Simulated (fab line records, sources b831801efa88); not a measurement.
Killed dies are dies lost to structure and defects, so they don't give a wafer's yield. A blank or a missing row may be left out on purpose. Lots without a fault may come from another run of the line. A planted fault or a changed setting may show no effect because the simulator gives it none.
fab line records | flow sky130
record lots=14 wafers=42 last_day=50
route steps=708 shown METAL5@671 PAD_OPEN@708
lots that met no fault: from a run of the same line without faults
start_h: hours from the record's first day to the start of the lot's first wafer shown | wait_h: hours since the lot's step before | " the same as in the row above | L1.1+2: a row that stands for several wafers | - no value, or no start given | * or withheld: withheld | < > ~ a bound
route shown NAME@n: a module of which the file shows steps, and the number in the route of the first | usual: mean/standard deviation of fault-free wafers | same: alike in all rows | chamber/n: place in a boat | sites: the reading at each site | _std_site: their standard deviation | _edge_site: outer sites' mean less inner sites' | radius_mm: how far each site lies from the wafer's centre | mask NAME#n: copy n | behind: the tool/chamber that last shaped the wafer | hold: why the lot was held/for how many hours/how that ended | device: the transistor (n, p or np) that didn't switch | end of line: the same wafers' tests at the end of the route | a step without rows: its recipe alone | killed: dies lost to structure and defects at the first sort, not the wafer's yield | map: a wafer's dies, x killed, . not, _ none there
set.NAME: the setting as run; set.NAME@STEP: as run at that earlier step | model.NAME: the simulator's own value behind a step, which no gauge read
steps of the route over a sample of lots; a table a step, a row a wafer
services: from which hour (start_h, from the record's first day; less than 0 if before it) a tool's chamber was out of use, for how many hours, and why
## steps
# step SKY_METAL5_SOFTBAKE_10
# recipe temp_c=90 time_s=60 resist=NOVOLAK
# usual heater_power_total_W=56.60/0.044 plate_temp_C=89.99/0.13
# columns lot.wafer tool chamber start_h wait_h heater_power_total_W plate_temp_C
L332.2 litho_track-04 0 1013.02 0.1 56.65 90.07
L332.5 " 0 " " 56.58 90.01
L332.6 " 0 " " 56.63 89.77
L333.1 litho_track-04 0 1030.39 0.1 56.61 90.01
L333.2 " 0 " " 56.60 90.02
L333.5 " 0 " " 56.58 90.26
L335.1 litho_track-01 0 1032.87 0.1 56.63 90.04
L335.5 " 0 " " 56.60 90.14
L335.6 " 0 " " 56.50 89.99
L336.1 litho_track-04 0 1041.19 0.1 56.58 90.18
L336.4 " 0 " " 56.57 89.93
L336.6 " 0 " " 56.58 89.90
L337.1 litho_track-01 0 1043.97 0.1 56.57 89.88
L337.2 " 0 " " 56.60 89.88
L337.3 " 0 " " 56.52 89.94
L338.3 litho_track-03 0 1054.33 0.1 56.70 89.94
L338.4 " 0 " " 56.60 90.22
L338.6 " 0 " " 56.57 89.90
L340.1 litho_track-03 0 1060.83 0.1 56.58 89.96
L340.3 " 0 " " 56.64 89.89
L340.6 " 0 " " 56.56 90.02
L339.1 litho_track-04 0 1063.10 0.1 56.57 89.91
L339.4 " 0 " " 56.56 89.89
L339.5 " 0 " " 56.54 90.07
L346.2 litho_track-01 0 1136.94 0.1 58.55 92.20
L346.3 " 0 " " 58.43 91.90
L346.4 " 0 " " 58.45 92.16
L351.1 litho_track-03 0 1138.43 0.1 56.60 90.00
L351.3 " 0 " " 56.58 90.02
L351.6 " 0 " " 56.57 90.00
L349.2 litho_track-01 0 1138.99 0.1 58.45 92.12
L349.5 " 0 " " 58.46 92.28
L349.6 " 0 " " 58.58 92.20
L352.2 litho_track-03 0 1139.75 0.1 56.61 89.79
L352.3 " 0 " " 56.53 89.93
L352.4 " 0 " " 56.49 89.77
L353.1 litho_track-03 0 1140.63 0.1 56.56 90.09
L353.3 " 0 " " 56.63 89.96
L353.6 " 0 " " 56.62 90.09
L354.3 litho_track-04 0 1141.95 0.1 56.62 89.80
L354.5 " 0 " " 56.64 89.88
L354.6 " 0 " " 56.62 90.02
# step SKY_PAD_OPEN_PROBE_99
# usual defect_limited_yield=82.3/2 killed_at_M0_to_M3=44/7.9 killed_at_M4_up=3.1/1.9 killed_at_contacts=24/4.6 killed_at_front_end=16/4.9 killed_at_other=0.3/0.6 killed_dies=87/9.7 killed_open=48/7.2 killed_short=39/5.6 sort_bin_3_pad_short=0.8/0.47 sort_bin_5_function=10.4/1.5 sort_bin_6_memory=6.5/1.1 sort_n_pass=405/9.7 sort_yield_pct=82.3/2
# same gross_dies=492 killed_at_back_side=0 sort_bin_4_leakage[%]=0 sort_bin_8_speed[%]=0
# columns lot.wafer tool chamber start_h wait_h defect_limited_yield[%] killed_at_M0_to_M3 killed_at_M4_up killed_at_contacts killed_at_front_end killed_at_other killed_dies killed_open killed_short sort_bin_3_pad_short[%] sort_bin_5_function[%] sort_bin_6_memory[%] sort_n_pass sort_yield_pct[%]
L335.1 prober-01 - 1088.07 0.1 81.5 41 8 21 21 0 91 40 51 0.8 11.2 6.5 401 81.5
L335.5 prober-01 - 1088.27 0.2 82.7 49 2 21 13 0 85 54 29 1.0 9.3 6.9 407 82.7
L335.6 prober-01 - 1088.32 0.2 83.7 43 3 15 19 0 80 47 32 0.2 11.6 4.5 412 83.7
L338.3 prober-02 - 1110.48 0.2 83.7 39 2 25 14 0 80 47 31 0.2 11.4 4.7 412 83.7
L338.4 prober-02 - 1110.53 0.2 85.2 37 0 20 16 0 73 42 31 0.2 10.4 4.3 419 85.2
L338.6 prober-02 - 1110.63 0.2 79.9 41 13 30 14 1 99 54 45 0.6 12.2 7.3 393 79.9
L346.2 prober-02 - 1187.43 0.1 85.0 35 3 16 20 0 74 36 38 0.4 8.7 5.9 418 85.0
L346.3 prober-02 - 1187.48 0.2 84.1 36 2 19 21 0 78 45 32 1.2 9.3 5.3 414 84.1
L346.4 prober-02 - 1187.53 0.2 83.9 36 5 23 15 0 79 46 33 0.2 8.3 7.5 413 83.9
L349.2 prober-02 - 1190.78 0.1 86.0 38 3 20 7 1 69 35 33 0.2 8.1 5.7 423 86.0
L349.5 prober-02 - 1190.93 0.2 83.3 55 0 16 11 0 82 44 38 1.2 10.2 5.3 410 83.3
L349.6 prober-02 - 1190.98 0.2 82.9 54 4 16 9 1 84 41 43 1.0 9.3 6.7 408 82.9
# killed by level:class
L335.1 VIA1:geometric_particle:open=14 CONTACT:geometric_particle:short=8 METAL4:geometric_particle:short=7 FIELD_ISO:geometric_particle:short=6 METAL2:geometric_particle:short=6 POLY_GATE:geometric_particle:open=6 LOCAL_INTERCONNECT:geometric_particle:short=5 METAL1:geometric_particle:short=4
L335.5 VIA1:geometric_particle:open=11 CONTACT:geometric_particle:open=9 VIA3:geometric_particle:open=9 VIA2:geometric_particle:open=8 VIA2:geometric_particle:short=5 POLY_GATE:geometric_particle:open=4 LI_CONTACT:geometric_particle:open=4 METAL2:geometric_particle:short=4
L335.6 VIA1:geometric_particle:open=11 POLY_GATE:geometric_particle:open=6 VIA2:geometric_particle:open=6 METAL1:geometric_particle:short=6 VIA3:geometric_particle:open=6 FIELD_ISO:geometric_particle:open=4 FIELD_ISO:geometric_particle:short=4 LOCAL_INTERCONNECT:geometric_particle:short=4
L338.3 VIA1:geometric_particle:open=14 CONTACT:geometric_particle:open=10 FIELD_ISO:geometric_particle:short=6 LI_CONTACT:geometric_particle:open=5 LOCAL_INTERCONNECT:geometric_particle:short=5 CONTACT:geometric_particle:short=5 VIA3:geometric_particle:open=5 VIA1:geometric_particle:short=4
L338.4 VIA1:geometric_particle:open=10 POLY_GATE:geometric_particle:open=6 LI_CONTACT:geometric_particle:open=6 VIA3:geometric_particle:open=6 VIA1:geometric_particle:short=5 FIELD_ISO:geometric_particle:open=4 LOCAL_INTERCONNECT:geometric_particle:short=4 CONTACT:geometric_particle:open=4
L338.6 CONTACT:geometric_particle:open=14 METAL4:geometric_particle:short=10 VIA1:geometric_particle:open=9 CONTACT:geometric_particle:short=7 VIA3:geometric_particle:open=7 LI_CONTACT:geometric_particle:open=6 METAL2:geometric_particle:short=5 VIA3:geometric_particle:short=5
L346.2 VIA3:geometric_particle:open=8 FIELD_ISO:geometric_particle:short=6 VIA1:geometric_particle:open=6 POLY_GATE:geometric_particle:short=5 LOCAL_INTERCONNECT:geometric_particle:short=5 CONTACT:geometric_particle:open=5 METAL2:geometric_particle:short=5 LI_CONTACT:geometric_particle:open=4
L346.3 VIA1:geometric_particle:open=14 LOCAL_INTERCONNECT:geometric_particle:short=8 VIA3:geometric_particle:open=7 FIELD_ISO:geometric_particle:open=6 FIELD_ISO:geometric_particle:short=6 LI_CONTACT:geometric_particle:open=6 POLY_GATE:geometric_particle:open=4 CONTACT:geometric_particle:open=4
L346.4 CONTACT:geometric_particle:open=9 VIA3:geometric_particle:open=8 LI_CONTACT:geometric_particle:open=6 METAL4:geometric_particle:short=5 FIELD_ISO:geometric_particle:open=4 LOCAL_INTERCONNECT:geometric_particle:short=4 VIA1:geometric_particle:short=4 VIA1:geometric_particle:open=4
L349.2 VIA1:geometric_particle:open=11 LI_CONTACT:geometric_particle:open=7 VIA2:geometric_particle:open=7 CONTACT:geometric_particle:open=6 METAL1:geometric_particle:short=4 METAL2:geometric_particle:short=4 VIA3:geometric_particle:short=4 FIELD_ISO:geometric_particle:short=3
L349.5 METAL1:geometric_particle:short=8 VIA1:geometric_particle:open=8 VIA1:geometric_particle:short=7 VIA2:geometric_particle:open=7 METAL3:geometric_particle:short=6 CONTACT:geometric_particle:open=6 LI_CONTACT:geometric_particle:open=5 METAL1:geometric_particle:open=5
L349.6 VIA1:geometric_particle:open=14 METAL1:geometric_particle:short=9 METAL2:geometric_particle:short=6 CONTACT:geometric_particle:open=5 VIA2:geometric_particle:open=5 METAL4:geometric_particle:short=4 LI_CONTACT:geometric_particle:open=4 METAL3:geometric_particle:short=4
## services
# columns tool chamber start_h hours kind
litho_track-04 - 1099.77 - consumable_replace:filter
## key
first_sign step=SKY_METAL5_SOFTBAKE_10 reading=heater_power_total_W direction=up sigmas=43 usual=* struck=*
effect step=SKY_METAL5_SOFTBAKE_10 reading=plate_temp_C direction=up sigmas=17 usual=* struck=*
met_at SKY_METAL5_SOFTBAKE_10
struck_lots L346,L349
onset_between 1043.97 1136.94
fault kind=process_parameter_drift tool=litho_track-01 chamber=- onset_h=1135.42 steps=SKY_METAL5_SOFTBAKE_10 channel=temp_c offset=* shape=step end_h=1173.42 acts_in=* stated=*
